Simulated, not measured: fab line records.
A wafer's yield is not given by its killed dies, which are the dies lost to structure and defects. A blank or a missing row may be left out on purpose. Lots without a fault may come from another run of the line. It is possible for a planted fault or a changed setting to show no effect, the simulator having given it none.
fab line records / flow sky130
record lots=12 wafers=36 last-day=50
route steps=708 shown NWELL@66 VIA1@478 METAL2@499
lots that met no fault: from a run of the same line without faults
start-h: hours from the record's first day to the start of the lot's first wafer shown / wait-h: hours since the lot's step before / " repeats the value in the row above / L1.1+2: one row covering several wafers at once / - value missing, or start not given / * or withheld: withheld / < > ~ a bound
route shown NAME@n: a module of which the file shows steps, and the number in the route of the first / usual: the fault-free wafers' mean and standard deviation / same: alike in all rows / chamber/n: place in a boat / sites: per-site readings / _std_site: their standard deviation / _edge_site: the outer-site mean with the inner-site mean subtracted / radius-mm: for every site, how far away it sits from the centre of the wafer / mask NAME#n: copy n / behind: the most recent tool/chamber to have shaped the wafer / hold: why the lot was held/for how many hours/how that ended / device: the transistor (n, p or np) that didn't switch / end of line: the tests these same wafers got at the end of their route / a step given without rows: its recipe and nothing more / killed: the dies lost at the first sort to structure and to defects; this is not the yield of the wafer / map: per-die view of a wafer (x killed, . not killed, _ where there is no die)
set.NAME: the setting as run; set.NAME@STEP: as run at that earlier step / model.NAME: the simulator's own value behind a step, which no gauge read
a sample of lots followed through the steps of the route, with each step as a table and each wafer as a row
services: from which hour (start-h, from the record's first day; less than 0 if before it) a tool's chamber was out of use, for how many hours, and why
## steps
# step SKY_NWELL_IMPLANT_13
# recipe species=P energy-kev=50 dose-cm2=7e+11 tilt-deg=withheld
# usual beam-energy-keV=50.000/0.016 dose-ions-cm2=7.001e+11/7.8e+08 faraday-current-uA=3.94/0.077
lot.wafer=L700.3 tool=implanter-01 chamber=0 start-h=82.95 wait-h=0.1 beam-energy-keV=49.966 dose-ions-cm2=6.998e+11 faraday-current-uA=3.92
lot.wafer=L700.4 tool=implanter-01 chamber=0 start-h=82.95 wait-h=0.1 beam-energy-keV=49.984 dose-ions-cm2=6.999e+11 faraday-current-uA=3.90
lot.wafer=L700.5 tool=implanter-01 chamber=0 start-h=82.95 wait-h=0.1 beam-energy-keV=49.953 dose-ions-cm2=7.004e+11 faraday-current-uA=3.97
lot.wafer=L702.1 tool=implanter-01 chamber=0 start-h=95.00 wait-h=0.1 beam-energy-keV=49.992 dose-ions-cm2=7e+11 faraday-current-uA=3.95
lot.wafer=L702.3 tool=implanter-01 chamber=0 start-h=95.00 wait-h=0.1 beam-energy-keV=49.990 dose-ions-cm2=6.996e+11 faraday-current-uA=3.97
lot.wafer=L702.5 tool=implanter-01 chamber=0 start-h=95.00 wait-h=0.1 beam-energy-keV=49.997 dose-ions-cm2=7.007e+11 faraday-current-uA=3.94
lot.wafer=L703.3 tool=implanter-01 chamber=0 start-h=102.73 wait-h=1.5 beam-energy-keV=50.013 dose-ions-cm2=7.003e+11 faraday-current-uA=3.89
lot.wafer=L703.5 tool=implanter-01 chamber=0 start-h=102.73 wait-h=1.5 beam-energy-keV=50.011 dose-ions-cm2=6.986e+11 faraday-current-uA=3.91
lot.wafer=L703.6 tool=implanter-01 chamber=0 start-h=102.73 wait-h=1.5 beam-energy-keV=49.984 dose-ions-cm2=6.992e+11 faraday-current-uA=3.88
lot.wafer=L704.1 tool=implanter-01 chamber=0 start-h=107.86 wait-h=0.1 beam-energy-keV=50.000 dose-ions-cm2=7.002e+11 faraday-current-uA=4.00
lot.wafer=L704.4 tool=implanter-01 chamber=0 start-h=107.86 wait-h=0.1 beam-energy-keV=49.983 dose-ions-cm2=7.003e+11 faraday-current-uA=3.90
lot.wafer=L704.5 tool=implanter-01 chamber=0 start-h=107.86 wait-h=0.1 beam-energy-keV=49.984 dose-ions-cm2=6.999e+11 faraday-current-uA=4.04
lot.wafer=L705.1 tool=implanter-01 chamber=0 start-h=116.25 wait-h=0.1 beam-energy-keV=50.034 dose-ions-cm2=4.879e+11 faraday-current-uA=2.81
lot.wafer=L705.3 tool=implanter-01 chamber=0 start-h=116.25 wait-h=0.1 beam-energy-keV=50.006 dose-ions-cm2=4.883e+11 faraday-current-uA=2.74
lot.wafer=L705.5 tool=implanter-01 chamber=0 start-h=116.25 wait-h=0.1 beam-energy-keV=50.025 dose-ions-cm2=4.869e+11 faraday-current-uA=2.72
lot.wafer=L706.2 tool=implanter-03 chamber=0 start-h=120.53 wait-h=0.1 beam-energy-keV=50.021 dose-ions-cm2=6.994e+11 faraday-current-uA=3.96
lot.wafer=L706.3 tool=implanter-03 chamber=0 start-h=120.53 wait-h=0.1 beam-energy-keV=49.997 dose-ions-cm2=7.012e+11 faraday-current-uA=3.95
lot.wafer=L706.6 tool=implanter-03 chamber=0 start-h=120.53 wait-h=0.1 beam-energy-keV=50.012 dose-ions-cm2=7.01e+11 faraday-current-uA=4.06
lot.wafer=L707.1 tool=implanter-01 chamber=0 start-h=125.75 wait-h=0.1 beam-energy-keV=50.012 dose-ions-cm2=4.88e+11 faraday-current-uA=2.82
lot.wafer=L707.2 tool=implanter-01 chamber=0 start-h=125.75 wait-h=0.1 beam-energy-keV=50.004 dose-ions-cm2=4.885e+11 faraday-current-uA=2.74
lot.wafer=L707.4 tool=implanter-01 chamber=0 start-h=125.75 wait-h=0.1 beam-energy-keV=49.984 dose-ions-cm2=4.886e+11 faraday-current-uA=2.70
lot.wafer=L716.1 tool=implanter-04 chamber=0 start-h=180.05 wait-h=0.1 beam-energy-keV=49.980 dose-ions-cm2=7.003e+11 faraday-current-uA=3.98
lot.wafer=L716.4 tool=implanter-04 chamber=0 start-h=180.05 wait-h=0.1 beam-energy-keV=49.990 dose-ions-cm2=7.009e+11 faraday-current-uA=3.96
lot.wafer=L716.6 tool=implanter-04 chamber=0 start-h=180.05 wait-h=0.1 beam-energy-keV=50.002 dose-ions-cm2=6.996e+11 faraday-current-uA=3.77
lot.wafer=L718.1 tool=implanter-03 chamber=0 start-h=188.35 wait-h=0.1 beam-energy-keV=49.986 dose-ions-cm2=6.995e+11 faraday-current-uA=3.96
lot.wafer=L718.5 tool=implanter-03 chamber=0 start-h=188.35 wait-h=0.1 beam-energy-keV=50.014 dose-ions-cm2=6.993e+11 faraday-current-uA=4.10
lot.wafer=L718.6 tool=implanter-03 chamber=0 start-h=188.35 wait-h=0.1 beam-energy-keV=49.996 dose-ions-cm2=6.98e+11 faraday-current-uA=3.92
lot.wafer=L719.1 tool=implanter-04 chamber=0 start-h=195.50 wait-h=0.1 beam-energy-keV=49.971 dose-ions-cm2=7.006e+11 faraday-current-uA=3.97
lot.wafer=L719.2 tool=implanter-04 chamber=0 start-h=195.50 wait-h=0.1 beam-energy-keV=49.986 dose-ions-cm2=7.001e+11 faraday-current-uA=3.96
lot.wafer=L719.5 tool=implanter-04 chamber=0 start-h=195.50 wait-h=0.1 beam-energy-keV=49.997 dose-ions-cm2=7.005e+11 faraday-current-uA=3.95
lot.wafer=L721.2 tool=implanter-03 chamber=0 start-h=206.13 wait-h=0.1 beam-energy-keV=50.025 dose-ions-cm2=6.995e+11 faraday-current-uA=3.98
lot.wafer=L721.3 tool=implanter-03 chamber=0 start-h=206.13 wait-h=0.1 beam-energy-keV=50.008 dose-ions-cm2=7.001e+11 faraday-current-uA=3.97
lot.wafer=L721.5 tool=implanter-03 chamber=0 start-h=206.13 wait-h=0.1 beam-energy-keV=50.029 dose-ions-cm2=7.006e+11 faraday-current-uA=3.92
lot.wafer=L722.2 tool=implanter-03 chamber=0 start-h=217.18 wait-h=0.1 beam-energy-keV=49.995 dose-ions-cm2=6.991e+11 faraday-current-uA=3.95
lot.wafer=L722.3 tool=implanter-03 chamber=0 start-h=217.18 wait-h=0.1 beam-energy-keV=50.017 dose-ions-cm2=7.003e+11 faraday-current-uA=4.00
lot.wafer=L722.5 tool=implanter-03 chamber=0 start-h=217.18 wait-h=0.1 beam-energy-keV=50.003 dose-ions-cm2=6.999e+11 faraday-current-uA=3.91
# step SKY_NWELL_RS_MEAS_29
# recipe thk-meas-gauge=four-point-probe
# usual NWELL_RS=628.1/1.6
lot.wafer=L700.3 tool=film-metro-04 chamber=- start-h=101.25 wait-h=0.1 hold=- NWELL_RS[ohm/sq]=628.6
lot.wafer=L700.4 tool=film-metro-04 chamber=- start-h=101.25 wait-h=0.1 hold=- NWELL_RS[ohm/sq]=629.1
lot.wafer=L700.5 tool=film-metro-04 chamber=- start-h=101.25 wait-h=0.1 hold=- NWELL_RS[ohm/sq]=631.0
lot.wafer=L702.1 tool=film-metro-03 chamber=- start-h=113.61 wait-h=0.1 hold=- NWELL_RS[ohm/sq]=628.8
lot.wafer=L702.3 tool=film-metro-03 chamber=- start-h=113.61 wait-h=0.1 hold=- NWELL_RS[ohm/sq]=630.0
lot.wafer=L702.5 tool=film-metro-03 chamber=- start-h=113.61 wait-h=0.1 hold=- NWELL_RS[ohm/sq]=629.6
lot.wafer=L703.3 tool=film-metro-04 chamber=- start-h=121.75 wait-h=0.1 hold=- NWELL_RS[ohm/sq]=626.0
lot.wafer=L703.5 tool=film-metro-04 chamber=- start-h=121.75 wait-h=0.1 hold=- NWELL_RS[ohm/sq]=625.5
lot.wafer=L703.6 tool=film-metro-04 chamber=- start-h=121.75 wait-h=0.1 hold=- NWELL_RS[ohm/sq]=627.3
lot.wafer=L704.1 tool=film-metro-02 chamber=- start-h=126.26 wait-h=0.1 hold=- NWELL_RS[ohm/sq]=628.5
lot.wafer=L704.4 tool=film-metro-02 chamber=- start-h=126.26 wait-h=0.1 hold=- NWELL_RS[ohm/sq]=628.1
lot.wafer=L704.5 tool=film-metro-02 chamber=- start-h=126.26 wait-h=0.1 hold=- NWELL_RS[ohm/sq]=626.9
lot.wafer=L705.1 tool=film-metro-03 chamber=- start-h=135.36 wait-h=0.1 hold=await-dispo/0.2h/release NWELL_RS[ohm/sq]=633.9
lot.wafer=L705.3 tool=film-metro-03 chamber=- start-h=135.36 wait-h=0.1 hold=await-dispo/0.2h/release NWELL_RS[ohm/sq]=636.0
lot.wafer=L705.5 tool=film-metro-03 chamber=- start-h=135.36 wait-h=0.1 hold=await-dispo/0.2h/release NWELL_RS[ohm/sq]=634.8
lot.wafer=L705.1 tool=film-metro-03 chamber=- start-h=135.72 wait-h=0.3 hold=- NWELL_RS[ohm/sq]=634.3
lot.wafer=L705.3 tool=film-metro-03 chamber=- start-h=135.72 wait-h=0.3 hold=- NWELL_RS[ohm/sq]=636.9
lot.wafer=L705.5 tool=film-metro-03 chamber=- start-h=135.72 wait-h=0.3 hold=- NWELL_RS[ohm/sq]=635.2
lot.wafer=L706.2 tool=film-metro-02 chamber=- start-h=140.09 wait-h=0.1 hold=- NWELL_RS[ohm/sq]=627.6
lot.wafer=L706.3 tool=film-metro-02 chamber=- start-h=140.09 wait-h=0.1 hold=- NWELL_RS[ohm/sq]=625.8
lot.wafer=L706.6 tool=film-metro-02 chamber=- start-h=140.09 wait-h=0.1 hold=- NWELL_RS[ohm/sq]=628.2
lot.wafer=L707.1 tool=film-metro-03 chamber=- start-h=144.72 wait-h=0.1 hold=await-dispo/0.2h/release NWELL_RS[ohm/sq]=636.1
lot.wafer=L707.2 tool=film-metro-03 chamber=- start-h=144.72 wait-h=0.1 hold=await-dispo/0.2h/release NWELL_RS[ohm/sq]=633.5
lot.wafer=L707.4 tool=film-metro-03 chamber=- start-h=144.72 wait-h=0.1 hold=await-dispo/0.2h/release NWELL_RS[ohm/sq]=635.2
lot.wafer=L707.1 tool=film-metro-03 chamber=- start-h=145.08 wait-h=0.3 hold=- NWELL_RS[ohm/sq]=636.6
lot.wafer=L707.2 tool=film-metro-03 chamber=- start-h=145.08 wait-h=0.3 hold=- NWELL_RS[ohm/sq]=633.4
lot.wafer=L707.4 tool=film-metro-03 chamber=- start-h=145.08 wait-h=0.3 hold=- NWELL_RS[ohm/sq]=635.7
lot.wafer=L716.1 tool=film-metro-03 chamber=- start-h=202.32 wait-h=0.2 hold=- NWELL_RS[ohm/sq]=627.5
lot.wafer=L716.4 tool=film-metro-03 chamber=- start-h=202.32 wait-h=0.2 hold=- NWELL_RS[ohm/sq]=626.8
lot.wafer=L716.6 tool=film-metro-03 chamber=- start-h=202.32 wait-h=0.2 hold=- NWELL_RS[ohm/sq]=626.4
lot.wafer=L718.1 tool=film-metro-04 chamber=- start-h=210.67 wait-h=0.1 hold=- NWELL_RS[ohm/sq]=629.3
lot.wafer=L718.5 tool=film-metro-04 chamber=- start-h=210.67 wait-h=0.1 hold=- NWELL_RS[ohm/sq]=629.0
lot.wafer=L718.6 tool=film-metro-04 chamber=- start-h=210.67 wait-h=0.1 hold=- NWELL_RS[ohm/sq]=632.0
lot.wafer=L719.1 tool=film-metro-02 chamber=- start-h=219.01 wait-h=0.1 hold=- NWELL_RS[ohm/sq]=631.5
lot.wafer=L719.2 tool=film-metro-02 chamber=- start-h=219.01 wait-h=0.1 hold=- NWELL_RS[ohm/sq]=630.6
lot.wafer=L719.5 tool=film-metro-02 chamber=- start-h=219.01 wait-h=0.1 hold=- NWELL_RS[ohm/sq]=629.2
lot.wafer=L721.2 tool=film-metro-02 chamber=- start-h=230.48 wait-h=0.1 hold=- NWELL_RS[ohm/sq]=630.0
lot.wafer=L721.3 tool=film-metro-02 chamber=- start-h=230.48 wait-h=0.1 hold=- NWELL_RS[ohm/sq]=630.7
lot.wafer=L721.5 tool=film-metro-02 chamber=- start-h=230.48 wait-h=0.1 hold=- NWELL_RS[ohm/sq]=630.9
lot.wafer=L722.2 tool=film-metro-04 chamber=- start-h=240.63 wait-h=0.1 hold=- NWELL_RS[ohm/sq]=627.4
lot.wafer=L722.3 tool=film-metro-04 chamber=- start-h=240.63 wait-h=0.1 hold=- NWELL_RS[ohm/sq]=626.6
lot.wafer=L722.5 tool=film-metro-04 chamber=- start-h=240.63 wait-h=0.1 hold=- NWELL_RS[ohm/sq]=626.4
# step SKY_VIA1_SPUTTER_20
# recipe material=TiN target-thk-nm=20 chamber-pressure-pa=5 power-w=4000 time-s=80
# usual throttle-valve-pct=30.0/0.92
lot.wafer=L700.3 tool=pvd-sputter-04 chamber=- start-h=784.59 wait-h=0.0 throttle-valve-pct=31.1
lot.wafer=L700.4 tool=pvd-sputter-04 chamber=- start-h=784.59 wait-h=0.0 throttle-valve-pct=30.0
lot.wafer=L700.5 tool=pvd-sputter-04 chamber=- start-h=784.59 wait-h=0.0 throttle-valve-pct=29.1
lot.wafer=L702.1 tool=pvd-sputter-03 chamber=- start-h=804.86 wait-h=0.0 throttle-valve-pct=30.6
lot.wafer=L702.3 tool=pvd-sputter-03 chamber=- start-h=804.86 wait-h=0.0 throttle-valve-pct=29.9
lot.wafer=L702.5 tool=pvd-sputter-03 chamber=- start-h=804.86 wait-h=0.0 throttle-valve-pct=29.4
lot.wafer=L703.3 tool=pvd-sputter-03 chamber=- start-h=820.60 wait-h=0.0 throttle-valve-pct=29.0
lot.wafer=L703.5 tool=pvd-sputter-03 chamber=- start-h=820.60 wait-h=0.0 throttle-valve-pct=29.5
lot.wafer=L703.6 tool=pvd-sputter-03 chamber=- start-h=820.60 wait-h=0.0 throttle-valve-pct=30.9
lot.wafer=L704.1 tool=pvd-sputter-03 chamber=- start-h=821.90 wait-h=0.0 throttle-valve-pct=29.4
lot.wafer=L704.4 tool=pvd-sputter-03 chamber=- start-h=821.90 wait-h=0.0 throttle-valve-pct=30.9
lot.wafer=L704.5 tool=pvd-sputter-03 chamber=- start-h=821.90 wait-h=0.0 throttle-valve-pct=29.4
lot.wafer=L705.1 tool=pvd-sputter-03 chamber=- start-h=836.82 wait-h=0.0 throttle-valve-pct=29.3
lot.wafer=L705.3 tool=pvd-sputter-03 chamber=- start-h=836.82 wait-h=0.0 throttle-valve-pct=29.4
lot.wafer=L705.5 tool=pvd-sputter-03 chamber=- start-h=836.82 wait-h=0.0 throttle-valve-pct=30.0
lot.wafer=L706.2 tool=pvd-sputter-04 chamber=- start-h=839.03 wait-h=0.0 throttle-valve-pct=28.6
lot.wafer=L706.3 tool=pvd-sputter-04 chamber=- start-h=839.03 wait-h=0.0 throttle-valve-pct=31.1
lot.wafer=L706.6 tool=pvd-sputter-04 chamber=- start-h=839.03 wait-h=0.0 throttle-valve-pct=31.2
lot.wafer=L707.1 tool=pvd-sputter-03 chamber=- start-h=847.75 wait-h=0.0 throttle-valve-pct=29.6
lot.wafer=L707.2 tool=pvd-sputter-03 chamber=- start-h=847.75 wait-h=0.0 throttle-valve-pct=31.0
lot.wafer=L707.4 tool=pvd-sputter-03 chamber=- start-h=847.75 wait-h=0.0 throttle-valve-pct=31.0
lot.wafer=L716.1 tool=pvd-sputter-04 chamber=- start-h=916.48 wait-h=0.0 throttle-valve-pct=30.0
lot.wafer=L716.4 tool=pvd-sputter-04 chamber=- start-h=916.48 wait-h=0.0 throttle-valve-pct=28.3
lot.wafer=L716.6 tool=pvd-sputter-04 chamber=- start-h=916.48 wait-h=0.0 throttle-valve-pct=28.7
lot.wafer=L718.1 tool=pvd-sputter-02 chamber=- start-h=919.66 wait-h=0.0 throttle-valve-pct=29.4
lot.wafer=L718.5 tool=pvd-sputter-02 chamber=- start-h=919.66 wait-h=0.0 throttle-valve-pct=31.0
lot.wafer=L718.6 tool=pvd-sputter-02 chamber=- start-h=919.66 wait-h=0.0 throttle-valve-pct=29.5
lot.wafer=L719.1 tool=pvd-sputter-04 chamber=- start-h=934.35 wait-h=0.0 throttle-valve-pct=28.5
lot.wafer=L719.2 tool=pvd-sputter-04 chamber=- start-h=934.35 wait-h=0.0 throttle-valve-pct=30.3
lot.wafer=L719.5 tool=pvd-sputter-04 chamber=- start-h=934.35 wait-h=0.0 throttle-valve-pct=31.2
lot.wafer=L721.2 tool=pvd-sputter-04 chamber=- start-h=945.20 wait-h=0.0 throttle-valve-pct=28.5
lot.wafer=L721.3 tool=pvd-sputter-04 chamber=- start-h=945.20 wait-h=0.0 throttle-valve-pct=30.3
lot.wafer=L721.5 tool=pvd-sputter-04 chamber=- start-h=945.20 wait-h=0.0 throttle-valve-pct=31.3
lot.wafer=L722.2 tool=pvd-sputter-03 chamber=- start-h=956.21 wait-h=0.0 throttle-valve-pct=30.5
lot.wafer=L722.3 tool=pvd-sputter-03 chamber=- start-h=956.21 wait-h=0.0 throttle-valve-pct=29.4
lot.wafer=L722.5 tool=pvd-sputter-03 chamber=- start-h=956.21 wait-h=0.0 throttle-valve-pct=29.4
# step SKY_VIA1_RS_MEAS_22
# recipe thk-meas-gauge=four-point-probe reads=W_of_VIA1_CVD_21+TiN_of_VIA1_SPUTTER_20
# usual VIA1_W_RS=0.422/0.0081
lot.wafer=L700.3 tool=film-metro-03 chamber=- start-h=784.79 wait-h=0.1 VIA1_W_RS[ohm/sq]=0.434
lot.wafer=L700.4 tool=film-metro-03 chamber=- start-h=784.79 wait-h=0.1 VIA1_W_RS[ohm/sq]=0.431
lot.wafer=L700.5 tool=film-metro-03 chamber=- start-h=784.79 wait-h=0.1 VIA1_W_RS[ohm/sq]=0.435
lot.wafer=L702.1 tool=film-metro-01 chamber=- start-h=805.01 wait-h=0.1 VIA1_W_RS[ohm/sq]=0.423
lot.wafer=L702.3 tool=film-metro-01 chamber=- start-h=805.01 wait-h=0.1 VIA1_W_RS[ohm/sq]=0.423
lot.wafer=L702.5 tool=film-metro-01 chamber=- start-h=805.01 wait-h=0.1 VIA1_W_RS[ohm/sq]=0.420
lot.wafer=L703.3 tool=film-metro-02 chamber=- start-h=820.79 wait-h=0.1 VIA1_W_RS[ohm/sq]=0.420
lot.wafer=L703.5 tool=film-metro-02 chamber=- start-h=820.79 wait-h=0.1 VIA1_W_RS[ohm/sq]=0.414
lot.wafer=L703.6 tool=film-metro-02 chamber=- start-h=820.79 wait-h=0.1 VIA1_W_RS[ohm/sq]=0.420
lot.wafer=L704.1 tool=film-metro-03 chamber=- start-h=822.06 wait-h=0.1 VIA1_W_RS[ohm/sq]=0.423
lot.wafer=L704.4 tool=film-metro-03 chamber=- start-h=822.06 wait-h=0.1 VIA1_W_RS[ohm/sq]=0.426
lot.wafer=L704.5 tool=film-metro-03 chamber=- start-h=822.06 wait-h=0.1 VIA1_W_RS[ohm/sq]=0.424
lot.wafer=L705.1 tool=film-metro-02 chamber=- start-h=836.98 wait-h=0.1 VIA1_W_RS[ohm/sq]=0.426
lot.wafer=L705.3 tool=film-metro-02 chamber=- start-h=836.98 wait-h=0.1 VIA1_W_RS[ohm/sq]=0.424
lot.wafer=L705.5 tool=film-metro-02 chamber=- start-h=836.98 wait-h=0.1 VIA1_W_RS[ohm/sq]=0.425
lot.wafer=L706.2 tool=film-metro-01 chamber=- start-h=839.20 wait-h=0.1 VIA1_W_RS[ohm/sq]=0.416
lot.wafer=L706.3 tool=film-metro-01 chamber=- start-h=839.20 wait-h=0.1 VIA1_W_RS[ohm/sq]=0.412
lot.wafer=L706.6 tool=film-metro-01 chamber=- start-h=839.20 wait-h=0.1 VIA1_W_RS[ohm/sq]=0.415
lot.wafer=L707.1 tool=film-metro-03 chamber=- start-h=847.90 wait-h=0.1 VIA1_W_RS[ohm/sq]=0.426
lot.wafer=L707.2 tool=film-metro-03 chamber=- start-h=847.90 wait-h=0.1 VIA1_W_RS[ohm/sq]=0.407
lot.wafer=L707.4 tool=film-metro-03 chamber=- start-h=847.90 wait-h=0.1 VIA1_W_RS[ohm/sq]=0.428
lot.wafer=L716.1 tool=film-metro-02 chamber=- start-h=916.63 wait-h=0.1 VIA1_W_RS[ohm/sq]=0.414
lot.wafer=L716.4 tool=film-metro-02 chamber=- start-h=916.63 wait-h=0.1 VIA1_W_RS[ohm/sq]=0.430
lot.wafer=L716.6 tool=film-metro-02 chamber=- start-h=916.63 wait-h=0.1 VIA1_W_RS[ohm/sq]=0.432
lot.wafer=L718.1 tool=film-metro-03 chamber=- start-h=919.82 wait-h=0.1 VIA1_W_RS[ohm/sq]=0.418
lot.wafer=L718.5 tool=film-metro-03 chamber=- start-h=919.82 wait-h=0.1 VIA1_W_RS[ohm/sq]=0.430
lot.wafer=L718.6 tool=film-metro-03 chamber=- start-h=919.82 wait-h=0.1 VIA1_W_RS[ohm/sq]=0.417
lot.wafer=L719.1 tool=film-metro-01 chamber=- start-h=934.52 wait-h=0.1 VIA1_W_RS[ohm/sq]=0.428
lot.wafer=L719.2 tool=film-metro-01 chamber=- start-h=934.52 wait-h=0.1 VIA1_W_RS[ohm/sq]=0.418
lot.wafer=L719.5 tool=film-metro-01 chamber=- start-h=934.52 wait-h=0.1 VIA1_W_RS[ohm/sq]=0.411
lot.wafer=L721.2 tool=film-metro-01 chamber=- start-h=945.38 wait-h=0.1 VIA1_W_RS[ohm/sq]=0.414
lot.wafer=L721.3 tool=film-metro-01 chamber=- start-h=945.38 wait-h=0.1 VIA1_W_RS[ohm/sq]=0.425
lot.wafer=L721.5 tool=film-metro-01 chamber=- start-h=945.38 wait-h=0.1 VIA1_W_RS[ohm/sq]=0.426
lot.wafer=L722.2 tool=film-metro-01 chamber=- start-h=956.39 wait-h=0.1 VIA1_W_RS[ohm/sq]=0.427
lot.wafer=L722.3 tool=film-metro-01 chamber=- start-h=956.39 wait-h=0.1 VIA1_W_RS[ohm/sq]=0.425
lot.wafer=L722.5 tool=film-metro-01 chamber=- start-h=956.39 wait-h=0.1 VIA1_W_RS[ohm/sq]=0.395
# step SKY_METAL2_OVL_MEAS_16
# usual METAL2_OVL=4/5.5
lot.wafer=L700.3 tool=overlay-02 chamber=- start-h=811.85 wait-h=0.1 METAL2_OVL[nm]=5
lot.wafer=L700.4 tool=overlay-02 chamber=- start-h=811.85 wait-h=0.1 METAL2_OVL[nm]=0
lot.wafer=L700.5 tool=overlay-02 chamber=- start-h=811.85 wait-h=0.1 METAL2_OVL[nm]=10
lot.wafer=L702.1 tool=overlay-01 chamber=- start-h=833.52 wait-h=0.1 METAL2_OVL[nm]=13
lot.wafer=L702.3 tool=overlay-01 chamber=- start-h=833.52 wait-h=0.1 METAL2_OVL[nm]=5
lot.wafer=L702.5 tool=overlay-01 chamber=- start-h=833.52 wait-h=0.1 METAL2_OVL[nm]=12
lot.wafer=L703.3 tool=overlay-02 chamber=- start-h=848.29 wait-h=0.1 METAL2_OVL[nm]=5
lot.wafer=L703.5 tool=overlay-02 chamber=- start-h=848.29 wait-h=0.1 METAL2_OVL[nm]=2
lot.wafer=L703.6 tool=overlay-02 chamber=- start-h=848.29 wait-h=0.1 METAL2_OVL[nm]=5
lot.wafer=L704.1 tool=overlay-01 chamber=- start-h=850.05 wait-h=0.1 METAL2_OVL[nm]=7
lot.wafer=L704.4 tool=overlay-01 chamber=- start-h=850.05 wait-h=0.1 METAL2_OVL[nm]=15
lot.wafer=L704.5 tool=overlay-01 chamber=- start-h=850.05 wait-h=0.1 METAL2_OVL[nm]=0
lot.wafer=L705.1 tool=overlay-02 chamber=- start-h=865.03 wait-h=0.1 METAL2_OVL[nm]=-3
lot.wafer=L705.3 tool=overlay-02 chamber=- start-h=865.03 wait-h=0.1 METAL2_OVL[nm]=-3
lot.wafer=L705.5 tool=overlay-02 chamber=- start-h=865.03 wait-h=0.1 METAL2_OVL[nm]=2
lot.wafer=L706.2 tool=overlay-01 chamber=- start-h=866.89 wait-h=0.1 METAL2_OVL[nm]=3
lot.wafer=L706.3 tool=overlay-01 chamber=- start-h=866.89 wait-h=0.1 METAL2_OVL[nm]=7
lot.wafer=L706.6 tool=overlay-01 chamber=- start-h=866.89 wait-h=0.1 METAL2_OVL[nm]=-2
lot.wafer=L707.1 tool=overlay-02 chamber=- start-h=874.55 wait-h=0.1 METAL2_OVL[nm]=-12
lot.wafer=L707.2 tool=overlay-02 chamber=- start-h=874.55 wait-h=0.1 METAL2_OVL[nm]=0
lot.wafer=L707.4 tool=overlay-02 chamber=- start-h=874.55 wait-h=0.1 METAL2_OVL[nm]=4
lot.wafer=L716.1 tool=overlay-02 chamber=- start-h=942.18 wait-h=0.1 METAL2_OVL[nm]=-2
lot.wafer=L716.4 tool=overlay-02 chamber=- start-h=942.18 wait-h=0.1 METAL2_OVL[nm]=7
lot.wafer=L716.6 tool=overlay-02 chamber=- start-h=942.18 wait-h=0.1 METAL2_OVL[nm]=7
lot.wafer=L718.1 tool=overlay-01 chamber=- start-h=945.95 wait-h=0.1 METAL2_OVL[nm]=1
lot.wafer=L718.5 tool=overlay-01 chamber=- start-h=945.95 wait-h=0.1 METAL2_OVL[nm]=-7
lot.wafer=L718.6 tool=overlay-01 chamber=- start-h=945.95 wait-h=0.1 METAL2_OVL[nm]=6
lot.wafer=L719.1 tool=overlay-02 chamber=- start-h=960.27 wait-h=0.1 METAL2_OVL[nm]=1
lot.wafer=L719.2 tool=overlay-02 chamber=- start-h=960.27 wait-h=0.1 METAL2_OVL[nm]=5
lot.wafer=L719.5 tool=overlay-02 chamber=- start-h=960.27 wait-h=0.1 METAL2_OVL[nm]=0
lot.wafer=L721.2 tool=overlay-02 chamber=- start-h=970.15 wait-h=0.1 METAL2_OVL[nm]=-5
lot.wafer=L721.3 tool=overlay-02 chamber=- start-h=970.15 wait-h=0.1 METAL2_OVL[nm]=3
lot.wafer=L721.5 tool=overlay-02 chamber=- start-h=970.15 wait-h=0.1 METAL2_OVL[nm]=4
lot.wafer=L722.2 tool=overlay-01 chamber=- start-h=980.43 wait-h=0.1 METAL2_OVL[nm]=15
lot.wafer=L722.3 tool=overlay-01 chamber=- start-h=980.43 wait-h=0.1 METAL2_OVL[nm]=9
lot.wafer=L722.5 tool=overlay-01 chamber=- start-h=980.43 wait-h=0.1 METAL2_OVL[nm]=15
## services
tool=pvd-sputter-03 chamber=- start-h=68.24 hours=2.3 kind=repair
tool=pvd-sputter-04 chamber=- start-h=80.59 hours=0.7 kind=repair
tool=pvd-sputter-03 chamber=- start-h=96.72 hours=7.4 kind=repair
tool=implanter-01 chamber=- start-h=133.62 hours=1.6 kind=repair
tool=implanter-01 chamber=- start-h=147.70 hours=1.8 kind=repair
tool=implanter-01 chamber=- start-h=194.71 hours=5.2 kind=repair
tool=implanter-01 chamber=- start-h=195.79 hours=10.5 kind=repair
tool=implanter-01 chamber=- start-h=222.67 hours=6.6 kind=repair
tool=pvd-sputter-04 chamber=- start-h=255.16 hours=12.6 kind=repair
tool=implanter-01 chamber=- start-h=291.57 hours=3.8 kind=pm
tool=implanter-01 chamber=- start-h=386.19 hours=3.4 kind=pm
tool=implanter-01 chamber=- start-h=546.55 hours=6.4 kind=repair
tool=implanter-01 chamber=- start-h=638.06 hours=7.6 kind=repair
tool=implanter-01 chamber=- start-h=660.36 hours=6.4 kind=pm
tool=implanter-01 chamber=- start-h=759.83 hours=2.2 kind=repair
tool=implanter-01 chamber=- start-h=774.24 hours=0.7 kind=repair
tool=pvd-sputter-03 chamber=- start-h=785.90 hours=0.6 kind=repair
tool=pvd-sputter-03 chamber=- start-h=808.86 hours=1.8 kind=repair
tool=implanter-01 chamber=- start-h=812.40 hours=1.4 kind=repair
tool=implanter-01 chamber=- start-h=865.17 hours=3.9 kind=pm
tool=implanter-01 chamber=- start-h=876.01 hours=3.7 kind=repair
tool=pvd-sputter-03 chamber=- start-h=917.65 hours=5.4 kind=repair
tool=implanter-01 chamber=- start-h=921.76 hours=2.7 kind=repair
tool=implanter-01 chamber=- start-h=949.79 hours=2.0 kind=repair
## key
first-sign step=SKY_NWELL_IMPLANT_13 reading=dose-ions-cm2 direction=down sigmas=99+ usual=* struck=*
effect step=SKY_NWELL_IMPLANT_13 reading=faraday-current-uA direction=down sigmas=15 usual=3.94 struck=2.76
effect step=SKY_NWELL_RS_MEAS_29 reading=visit direction=added
met-at SKY_NWELL_IMPLANT_13
struck-lots L705,L707
tester-left-out L705,L707
not-acting-at SKY_VIA1_SPUTTER_20,SKY_VIA1_RS_MEAS_22,SKY_METAL2_OVL_MEAS_16
onset-between 107.86 116.25
fault kind=process-parameter-drift tool=implanter-01 chamber=- onset-h=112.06 steps=SKY_NWELL_IMPLANT_13 channel=dose-cm2 offset=* shape=step end-h=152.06 acts-in=* stated=*
# tester-left-out: of these lots the tester's yield and bins aren't shown, on N5 and GAA mostly nor the transistor test; their killed dies are dies lost to structure and defects alone, not to doping, threshold or leakage, so they don't give the yield
